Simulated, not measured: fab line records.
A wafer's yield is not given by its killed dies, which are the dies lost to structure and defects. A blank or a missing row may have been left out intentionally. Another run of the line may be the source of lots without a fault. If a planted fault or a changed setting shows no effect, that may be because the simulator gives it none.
fab line records -- flow sky130
[record] lots = 6, wafers = 18, last_day = 50
route steps=708 shown VT_ADJUST_HVTP@93 VT_ADJUST_LVTN@97 PAD_OPEN@708
lots that met no fault: taken from a fault-free run of the same line
start_h: hours from the record's first day to the start of the lot's first wafer shown -- wait_h: hours elapsed since this lot's preceding step -- " repeats the value in the row above -- L1.1+2: a single row standing in for several wafers -- - value missing, or start not given -- * or withheld: withheld -- < > ~ a bound
route shown NAME@n: names a module that has steps shown in the file, with the first one's number in the route -- usual: mean and standard deviation over wafers with no fault -- same: alike in all rows -- chamber/n: place in a boat -- sites: per-site readings -- _std_site: how widely they spread, as a standard deviation -- _edge_site: mean of outer sites minus mean of inner sites -- radius_mm: for every site, how far away it sits from the centre of the wafer -- mask NAME#n: copy n -- behind: the last tool/chamber to shape the wafer -- hold: why the lot was held/for how many hours/how that ended -- device: the n, p or np transistor that did not switch -- end of line: the tests these same wafers got at the end of their route -- for a step that has no rows: nothing shown but its recipe -- killed: dies that structure and defects cost at the first sort, which is not the same as the wafer's yield -- map: per-die view of a wafer (x killed, . not killed, _ where there is no die)
set.NAME: the run value of the setting; set.NAME@STEP: its run value at that earlier step -- model.NAME: the simulator's own value behind a step, which no gauge read
a table for each step, a row for each wafer; lots at some steps of the route
services: when a tool's chamber went out of use (start_h, in hours from the record's first day, below 0 if earlier), for how many hours, and the reason
[[steps]]
[step SKY_VT_ADJUST_HVTP_OVL_MEAS_08]
[usual] VT_ADJUST_HVTP_OVL = 0.0/1.2
lot.wafer,tool,chamber,start_h,wait_h,VT_ADJUST_HVTP_OVL[nm]
L332.2,overlay-01,-,158.91,0.1,-0.2
L332.5,overlay-01,-,158.91,0.1,1.0
L332.6,overlay-01,-,158.91,0.1,0.4
L338.1,overlay-02,-,195.45,0.1,-1.3
L338.2,overlay-02,-,195.45,0.1,-0.5
L338.6,overlay-02,-,195.45,0.1,-1.7
L339.1,overlay-01,-,204.51,0.1,-0.4
L339.3,overlay-01,-,204.51,0.1,-0.8
L339.5,overlay-01,-,204.51,0.1,-0.7
L343.1,overlay-02,-,228.35,0.1,0.1
L343.3,overlay-02,-,228.35,0.1,3.0
L343.5,overlay-02,-,228.35,0.1,0.2
L347.3,overlay-02,-,256.11,0.1,-1.3
L347.4,overlay-02,-,256.11,0.1,0.9
L347.5,overlay-02,-,256.11,0.1,1.4
L349.1,overlay-02,-,292.70,0.1,0.2
L349.2,overlay-02,-,292.70,0.1,-1.2
L349.4,overlay-02,-,292.70,0.1,-0.5
[step SKY_VT_ADJUST_HVTP_IMPLANT_09]
[recipe] species = As, energy_kev = 150, dose_cm2 = 4.3e+12, tilt_deg = withheld
[step SKY_VT_ADJUST_HVTP_STRIP_10]
[recipe] chemistry = O2/N2, power_w = 1400, pressure_mtorr = 1500, platen_temp_c = withheld, o2_flow_sccm = 3000, n2_flow_sccm = 300, overash_fraction = 0.5
[usual] drypump_motor_current_A = 5.6/0.53, oes_product_au = 0.715/0.0045, strip_time_to_endpoint_s = 14.17/0.042
lot.wafer,tool,chamber,start_h,wait_h,drypump_motor_current_A,oes_product_au,rf_hours_counter_h,strip_time_to_endpoint_s
L332.2,plasma_asher-01,0,159.09,0.1,6.4,0.717,47,14.18
L332.5,plasma_asher-01,1,159.09,0.1,5.7,0.717,-,14.21
L332.6,plasma_asher-01,0,159.09,0.1,6.3,0.713,-,14.22
L338.1,plasma_asher-04,1,195.64,0.1,5.2,0.713,40,14.21
L338.2,plasma_asher-04,0,195.64,0.1,5.0,0.716,40,14.19
L338.6,plasma_asher-04,1,195.64,0.1,5.2,0.711,-,14.21
L339.1,plasma_asher-04,1,204.70,0.1,5.2,0.722,40,14.13
L339.3,plasma_asher-04,1,204.70,0.1,5.2,0.717,-,14.12
L339.5,plasma_asher-04,1,204.70,0.1,5.2,0.709,-,14.13
L343.1,plasma_asher-02,0,228.54,0.1,5.0,0.713,10,14.16
L343.3,plasma_asher-02,0,228.54,0.1,5.0,0.709,-,14.15
L343.5,plasma_asher-02,1,228.54,0.1,6.1,0.711,-,14.15
L347.3,plasma_asher-02,1,256.32,0.1,6.1,0.702,-,14.18
L347.4,plasma_asher-02,0,256.32,0.1,5.0,0.724,-,14.17
L347.5,plasma_asher-02,1,256.32,0.1,6.1,0.720,-,14.17
L349.1,plasma_asher-02,0,292.89,0.1,5.0,0.721,17,14.17
L349.2,plasma_asher-02,1,292.89,0.1,6.1,0.715,17,14.20
L349.4,plasma_asher-02,1,292.89,0.1,6.1,0.721,-,14.17
[step SKY_VT_ADJUST_HVTP_TW_MEAS_11]
[usual] VT_ADJUST_HVTP_TW = 1363/17
lot.wafer,tool,chamber,start_h,wait_h,VT_ADJUST_HVTP_TW
L332.2,film_metro-03,-,159.20,0.1,1340
L332.5,film_metro-03,-,159.20,0.1,1348
L332.6,film_metro-03,-,159.20,0.1,1341
L338.1,film_metro-04,-,195.74,0.1,1376
L338.2,film_metro-04,-,195.74,0.1,1367
L338.6,film_metro-04,-,195.74,0.1,1377
L339.1,film_metro-04,-,204.80,0.1,1376
L339.3,film_metro-04,-,204.80,0.1,1370
L339.5,film_metro-04,-,204.80,0.1,1375
L343.1,film_metro-03,-,228.64,0.1,1341
L343.3,film_metro-03,-,228.64,0.1,1332
L343.5,film_metro-03,-,228.64,0.1,1338
L347.3,film_metro-04,-,256.41,0.1,1367
L347.4,film_metro-04,-,256.41,0.1,1364
L347.5,film_metro-04,-,256.41,0.1,1360
L349.1,film_metro-04,-,292.99,0.1,1362
L349.2,film_metro-04,-,292.99,0.1,1370
L349.4,film_metro-04,-,292.99,0.1,1372
[step SKY_VT_ADJUST_LVTN_DEHYDRATE_00]
[recipe] temp_c = 200, time_s = 60
[step SKY_VT_ADJUST_LVTN_HMDS_01]
[recipe] prime_time_s = 60, prime_temp_c = 120
[step SKY_VT_ADJUST_LVTN_COAT_02]
[recipe] spin_rpm = 2000, resist_thk_nm = 3000
[step SKY_VT_ADJUST_LVTN_SOFTBAKE_03]
[recipe] temp_c = 110, time_s = withheld
[step SKY_VT_ADJUST_LVTN_EXPOSE_04]
[recipe] mask_id = NWM_COMPLEMENT_LESS_NATIVE, na = 0.6, source_shape = conventional, sigma_outer = 0.6, polarization = unpolarized, target_cd_nm = 840, dose_mj = 194
[step SKY_VT_ADJUST_LVTN_PEB_05]
[recipe] temp_c = 115, time_s = withheld
[step SKY_VT_ADJUST_LVTN_DEVELOP_06]
[recipe] wall_angle_deg = 90, developer = TMAH, develop_time_s = 60, dev_temp_c = 23
[step SKY_VT_ADJUST_LVTN_OVL_MEAS_07]
[usual] VT_ADJUST_LVTN_OVL = 0.3/1.4
lot.wafer,tool,chamber,start_h,wait_h,VT_ADJUST_LVTN_OVL[nm]
L332.2,overlay-02,-,179.79,-,-2.5
L332.5,overlay-02,-,179.79,-,0.2
L332.6,overlay-02,-,179.79,-,0.1
L338.1,overlay-02,-,217.38,-,-0.7
L338.2,overlay-02,-,217.38,-,-0.4
L338.6,overlay-02,-,217.38,-,2.3
L339.1,overlay-02,-,226.98,-,-0.2
L339.3,overlay-02,-,226.98,-,-0.2
L339.5,overlay-02,-,226.98,-,-1.3
L343.1,overlay-01,-,251.43,-,-1.0
L343.3,overlay-01,-,251.43,-,0.4
L343.5,overlay-01,-,251.43,-,0.6
L347.3,overlay-01,-,280.04,-,-1.6
L347.4,overlay-01,-,280.04,-,-0.6
L347.5,overlay-01,-,280.04,-,1.9
L349.1,overlay-02,-,318.23,-,0.5
L349.2,overlay-02,-,318.23,-,1.6
L349.4,overlay-02,-,318.23,-,2.1
[step SKY_VT_ADJUST_LVTN_IMPLANT_08]
[recipe] species = B, energy_kev = 30, dose_cm2 = 1.57e+12, tilt_deg = withheld
[usual] beam_on_s = 10.01/0.19, dose_ions_cm2 = 1.57e+12/1.7e+09, end_station_pressure_torr = 4.99e-06/2.6e-07, faraday_current_uA = 8.84/0.17
lot.wafer,tool,chamber,start_h,wait_h,beam_on_s,dose_ions_cm2,end_station_pressure_torr,faraday_current_uA
L332.2,implanter-01,0,179.84,0.0,10.05,1.5685e+12,4.89e-06,8.80
L332.5,implanter-01,0,179.84,0.0,9.95,1.5707e+12,5.04e-06,8.87
L332.6,implanter-01,0,179.84,0.0,9.79,1.568e+12,4.92e-06,8.99
L338.1,implanter-01,0,217.42,0.0,9.88,1.834e+12,5.09e-06,10.49
L338.2,implanter-01,0,217.42,0.0,9.87,1.8336e+12,5.28e-06,10.46
L338.6,implanter-01,0,217.42,0.0,9.95,1.8347e+12,4.67e-06,10.38
L339.1,implanter-01,0,227.02,0.0,9.97,1.8343e+12,5.25e-06,10.38
L339.3,implanter-01,0,227.02,0.0,9.68,1.8357e+12,4.61e-06,10.66
L339.5,implanter-01,0,227.02,0.0,10.26,1.8359e+12,5.08e-06,10.05
L343.1,implanter-03,0,251.47,0.0,9.82,1.5665e+12,5.08e-06,9.00
L343.3,implanter-03,0,251.47,0.0,9.93,1.5703e+12,5.16e-06,8.93
L343.5,implanter-03,0,251.47,0.0,10.14,1.5684e+12,5.02e-06,8.70
L347.3,implanter-03,0,280.12,0.1,10.01,1.5711e+12,4.72e-06,8.83
L347.4,implanter-03,0,280.12,0.1,10.00,1.5731e+12,4.75e-06,8.79
L347.5,implanter-03,0,280.12,0.1,10.12,1.5702e+12,4.88e-06,8.74
L349.1,implanter-03,0,318.26,0.0,9.88,1.5708e+12,5.07e-06,8.96
L349.2,implanter-03,0,318.26,0.0,10.25,1.5714e+12,5.01e-06,8.64
L349.4,implanter-03,0,318.26,0.0,9.98,1.5668e+12,4.64e-06,8.89
[step SKY_VT_ADJUST_LVTN_STRIP_09]
[recipe] chemistry = O2/N2, power_w = 1400, pressure_mtorr = 1500, platen_temp_c = withheld, o2_flow_sccm = 3000, n2_flow_sccm = 300, overash_fraction = 0.5
[usual] drypump_motor_current_A = 5.7/0.48, oes_product_au = 0.722/0.0047, strip_time_to_endpoint_s = 36.89/0.13
lot.wafer,tool,chamber,start_h,wait_h,drypump_motor_current_A,oes_product_au,rf_hours_counter_h,strip_time_to_endpoint_s
L332.2,plasma_asher-03,0,179.97,0.1,5.2,0.720,47,36.93
L332.5,plasma_asher-03,1,179.97,0.1,6.1,0.722,-,36.95
L332.6,plasma_asher-03,0,179.97,0.1,5.2,0.713,-,36.90
L338.1,plasma_asher-01,1,217.57,0.1,5.7,0.727,53,36.82
L338.2,plasma_asher-01,0,217.57,0.1,6.3,0.712,53,36.98
L338.6,plasma_asher-01,1,217.57,0.1,5.6,0.724,-,36.89
L339.1,plasma_asher-03,1,227.17,0.1,6.0,0.722,52,37.03
L339.3,plasma_asher-03,0,227.17,0.1,5.2,0.718,-,36.94
L339.5,plasma_asher-03,0,227.17,0.1,5.2,0.715,-,36.93
L343.1,plasma_asher-01,0,251.62,0.1,6.3,0.727,56,37.06
L343.3,plasma_asher-01,1,251.62,0.1,5.7,0.724,-,37.08
L343.5,plasma_asher-01,1,251.62,0.1,5.7,0.720,-,37.00
L347.3,plasma_asher-01,1,280.25,0.1,5.6,0.720,-,36.87
L347.4,plasma_asher-01,0,280.25,0.1,6.3,0.720,-,36.82
L347.5,plasma_asher-01,0,280.25,0.1,6.3,0.717,-,36.75
L349.1,plasma_asher-03,0,318.41,0.1,5.2,0.717,61,36.67
L349.2,plasma_asher-03,1,318.41,0.1,6.1,0.724,61,36.65
L349.4,plasma_asher-03,0,318.41,0.1,5.2,0.725,-,36.65
[step SKY_VT_ADJUST_LVTN_TW_MEAS_10]
[usual] VT_ADJUST_LVTN_TW = 243.4/2.7
lot.wafer,tool,chamber,start_h,wait_h,VT_ADJUST_LVTN_TW
L332.2,film_metro-01,-,180.08,0.1,246.2
L332.5,film_metro-01,-,180.08,0.1,243.9
L332.6,film_metro-01,-,180.08,0.1,245.5
L338.1,film_metro-02,-,217.67,0.1,256.0
L338.2,film_metro-02,-,217.67,0.1,255.8
L338.6,film_metro-02,-,217.67,0.1,255.7
L339.1,film_metro-01,-,227.27,0.1,257.3
L339.3,film_metro-01,-,227.27,0.1,254.5
L339.5,film_metro-01,-,227.27,0.1,256.1
L343.1,film_metro-01,-,251.72,0.1,243.3
L343.3,film_metro-01,-,251.72,0.1,244.3
L343.5,film_metro-01,-,251.72,0.1,245.2
L347.3,film_metro-02,-,280.34,0.1,243.5
L347.4,film_metro-02,-,280.34,0.1,242.7
L347.5,film_metro-02,-,280.34,0.1,242.6
L349.1,film_metro-02,-,318.51,0.1,243.9
L349.2,film_metro-02,-,318.51,0.1,243.9
L349.4,film_metro-02,-,318.51,0.1,244.1
[step SKY_VT_ADJUST_LVTN_DEHYDRATE_11]
[recipe] temp_c = 200, time_s = 60
[step SKY_PAD_OPEN_PROBE_99]
[usual] killed_at_M0_to_M3 = 45/6.8, killed_at_M4_up = 3.1/2, killed_at_contacts = 23/5.2, killed_at_front_end = 14/3.7, killed_at_other = 0.3/0.61, killed_dies = 86/9, killed_on_rim = 17/3.9, killed_open = 46/6.9, killed_short = 39/6.4
[same] gross_dies = 492, killed_at_back_side = 0
lot.wafer,tool,chamber,start_h,wait_h,killed_at_M0_to_M3,killed_at_M4_up,killed_at_contacts,killed_at_front_end,killed_at_other,killed_dies,killed_on_rim,killed_open,killed_short,model.etest.nfet_01v8_lvt.body_rise_v
L332.2,prober-01,-,1109.80,0.1,44,1,20,17,1,83,16,40,43,0.1519
L332.5,prober-01,-,1109.95,0.2,56,5,14,12,0,87,23,41,46,0.1537
L332.6,prober-01,-,1110.00,0.2,46,1,17,16,0,80,11,33,47,0.1525
L338.1,prober-01,-,1141.25,0.1,36,4,24,17,0,81,12,37,43,0.1581
L338.2,prober-01,-,1141.30,0.1,42,4,21,11,1,79,16,41,38,0.1579
L338.6,prober-01,-,1141.50,0.2,45,3,23,12,1,84,17,34,50,0.1565
L339.1,prober-02,-,1151.36,0.1,53,1,34,12,0,100,25,52,48,0.1514
L339.3,prober-02,-,1151.46,0.2,53,4,16,15,0,88,18,51,34,0.153
L339.5,prober-02,-,1151.56,0.2,45,4,26,8,0,83,8,47,36,0.1524
L343.1,prober-02,-,1167.19,0.1,40,0,22,15,1,78,19,46,32,0.1518
L343.3,prober-02,-,1167.29,0.2,51,2,27,17,0,97,14,55,42,0.1502
L343.5,prober-02,-,1167.39,0.2,48,3,26,17,0,94,24,51,42,0.1507
L347.3,prober-01,-,1199.77,0.2,43,4,21,13,1,82,14,36,46,0.1536
L347.4,prober-01,-,1199.82,0.2,44,2,22,16,0,84,18,44,40,0.1505
L347.5,prober-01,-,1199.87,0.2,38,5,14,9,0,66,19,36,30,0.1516
L349.1,prober-02,-,1209.11,0.1,41,5,21,12,1,80,17,44,36,0.1531
L349.2,prober-02,-,1209.16,0.1,45,4,27,13,0,89,14,57,31,0.1558
L349.4,prober-02,-,1209.26,0.2,57,4,25,16,0,102,16,49,52,0.1529
// killed by level:class
L332.2 METAL2:geometric_particle:short=8 CONTACT:geometric_particle:open=7 VIA3:geometric_particle:open=7 VIA1:geometric_particle:open=6 FIELD_ISO:geometric_particle:short=5 LOCAL_INTERCONNECT:geometric_particle:short=5 LI_CONTACT:geometric_particle:short=4 METAL1:geometric_particle:short=4
L332.5 VIA1:geometric_particle:open=11 METAL2:geometric_particle:short=8 VIA1:geometric_particle:short=7 METAL1:geometric_particle:short=7 VIA3:geometric_particle:open=6 VIA2:geometric_particle:open=5 POLY_GATE:geometric_particle:open=4 METAL4:geometric_particle:short=4
L332.6 METAL1:geometric_particle:short=8 LI_CONTACT:geometric_particle:open=6 METAL2:geometric_particle:short=6 METAL3:geometric_particle:short=6 VIA2:geometric_particle:open=5 FIELD_ISO:geometric_particle:short=4 FIELD_ISO:geometric_particle:open=4 POLY_GATE:geometric_particle:open=4
L338.1 CONTACT:geometric_particle:open=9 VIA2:geometric_particle:open=8 FIELD_ISO:geometric_particle:short=6 LI_CONTACT:geometric_particle:open=6 CONTACT:geometric_particle:short=6 VIA1:geometric_particle:open=6 VIA1:geometric_particle:short=5 POLY_GATE:geometric_particle:short=5
L338.2 VIA1:geometric_particle:open=11 METAL2:geometric_particle:short=7 CONTACT:geometric_particle:open=6 VIA2:geometric_particle:open=6 FIELD_ISO:geometric_particle:short=5 LI_CONTACT:geometric_particle:open=5 VIA1:geometric_particle:short=5 LOCAL_INTERCONNECT:geometric_particle:short=4
L338.6 METAL1:geometric_particle:short=11 CONTACT:geometric_particle:short=7 LI_CONTACT:geometric_particle:open=7 VIA1:geometric_particle:open=7 VIA1:geometric_particle:short=6 METAL2:geometric_particle:short=6 LOCAL_INTERCONNECT:geometric_particle:short=5 FIELD_ISO:geometric_particle:open=4
L339.1 CONTACT:geometric_particle:open=14 VIA1:geometric_particle:open=12 CONTACT:geometric_particle:short=7 METAL2:geometric_particle:short=7 VIA3:geometric_particle:open=6 LOCAL_INTERCONNECT:geometric_particle:short=5 METAL1:geometric_particle:short=5 VIA1:geometric_particle:short=5
L339.3 VIA1:geometric_particle:open=18 METAL1:geometric_particle:short=7 METAL2:geometric_particle:short=6 POLY_GATE:geometric_particle:open=6 VIA3:geometric_particle:open=6 CONTACT:geometric_particle:open=5 LI_CONTACT:geometric_particle:open=4 LOCAL_INTERCONNECT:geometric_particle:short=4
L339.5 VIA2:geometric_particle:open=10 VIA1:geometric_particle:open=9 CONTACT:geometric_particle:open=8 LI_CONTACT:geometric_particle:open=7 METAL1:geometric_particle:short=7 VIA3:geometric_particle:open=6 LOCAL_INTERCONNECT:geometric_particle:short=5 METAL2:geometric_particle:short=4
L343.1 CONTACT:geometric_particle:open=11 VIA1:geometric_particle:open=10 METAL2:geometric_particle:short=9 VIA2:geometric_particle:open=6 LI_CONTACT:geometric_particle:open=5 FIELD_ISO:geometric_particle:open=4 POLY_GATE:geometric_particle:open=4 METAL1:geometric_particle:short=4
L343.3 CONTACT:geometric_particle:open=11 VIA3:geometric_particle:short=10 VIA3:geometric_particle:open=10 LI_CONTACT:geometric_particle:open=8 FIELD_ISO:geometric_particle:short=7 VIA2:geometric_particle:open=7 VIA1:geometric_particle:open=7 POLY_GATE:geometric_particle:open=4
L343.5 CONTACT:geometric_particle:open=13 VIA1:geometric_particle:open=12 METAL1:geometric_particle:short=7 VIA2:geometric_particle:open=6 VIA3:geometric_particle:open=6 VIA3:geometric_particle:short=5 LI_CONTACT:geometric_particle:open=4 METAL2:geometric_particle:short=4
L347.3 LI_CONTACT:geometric_particle:open=12 VIA1:geometric_particle:open=8 VIA1:geometric_particle:short=7 FIELD_ISO:geometric_particle:short=4 POLY_GATE:geometric_particle:short=4 METAL1:geometric_particle:short=4 METAL1:geometric_particle:open=4 VIA3:geometric_particle:short=4
L347.4 VIA1:geometric_particle:open=12 VIA2:geometric_particle:open=8 VIA1:geometric_particle:short=7 LI_CONTACT:geometric_particle:open=6 CONTACT:geometric_particle:open=6 METAL1:geometric_particle:short=6 FIELD_ISO:geometric_particle:short=4 LOCAL_INTERCONNECT:geometric_particle:short=4
L347.5 VIA1:geometric_particle:open=7 VIA3:geometric_particle:open=6 VIA1:geometric_particle:short=6 VIA2:geometric_particle:open=6 METAL4:geometric_particle:short=4 FIELD_ISO:geometric_particle:open=4 LI_CONTACT:geometric_particle:open=4 CONTACT:geometric_particle:open=4
L349.1 LI_CONTACT:geometric_particle:open=12 VIA3:geometric_particle:open=10 VIA2:geometric_particle:short=7 VIA1:geometric_particle:open=7 VIA3:geometric_particle:short=5 CONTACT:geometric_particle:open=4 METAL2:geometric_particle:short=4 FIELD_ISO:geometric_particle:open=3
L349.2 VIA3:geometric_particle:open=12 CONTACT:geometric_particle:open=11 VIA1:geometric_particle:open=11 FIELD_ISO:geometric_particle:open=6 LI_CONTACT:geometric_particle:open=6 LOCAL_INTERCONNECT:geometric_particle:short=5 VIA1:geometric_particle:short=5 VIA2:geometric_particle:open=5
L349.4 METAL2:geometric_particle:short=11 VIA1:geometric_particle:open=10 VIA2:geometric_particle:open=9 CONTACT:geometric_particle:open=8 VIA3:geometric_particle:open=7 FIELD_ISO:geometric_particle:short=5 LI_CONTACT:geometric_particle:open=5 LI_CONTACT:geometric_particle:short=5
[[services]]
tool,chamber,start_h,hours,kind
implanter-01,-,167.13,2.2,repair
plasma_asher-03,-,174.20,0.9,repair
implanter-01,-,180.43,4.9,pm
implanter-03,-,220.57,2.6,repair
implanter-03,-,221.53,3.0,repair
plasma_asher-03,-,237.18,1.0,repair
implanter-01,-,310.20,3.1,repair
[[key]]
[first_sign] step = SKY_VT_ADJUST_LVTN_IMPLANT_08, reading = dose_ions_cm2, direction = up, sigmas = 99+, usual = *, struck = *
[effect] step = SKY_VT_ADJUST_LVTN_IMPLANT_08, reading = faraday_current_uA, direction = up, sigmas = 9, usual = 8.84, struck = 10.40
[effect] step = SKY_VT_ADJUST_LVTN_TW_MEAS_10, reading = VT_ADJUST_LVTN_TW, direction = up, sigmas = 4.7, usual = 243.4, struck = 255.9
[model_effect] step = SKY_PAD_OPEN_PROBE_99, value = etest.nfet_01v8_lvt.body_rise_v, without = 0.151, struck = 0.1549
met_at SKY_VT_ADJUST_LVTN_IMPLANT_08
struck_wafers L338.1,L338.2,L338.6,L339.1,L339.3,L339.5
tester_left_out L338,L339
onset_between 179.84 217.42
[fault] kind = process_parameter_drift, tool = implanter-01, chamber = -, onset_h = 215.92, steps = SKY_VT_ADJUST_LVTN_IMPLANT_08, channel = dose_cm2, offset = *, shape = step, end_h = 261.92, acts_in = *, stated = *
// tester_left_out: of these lots the tester's yield and bins aren't shown, on N5 and GAA mostly nor the transistor test; their killed dies are dies lost to structure and defects alone, not to doping, threshold or leakage, so they don't give the yield
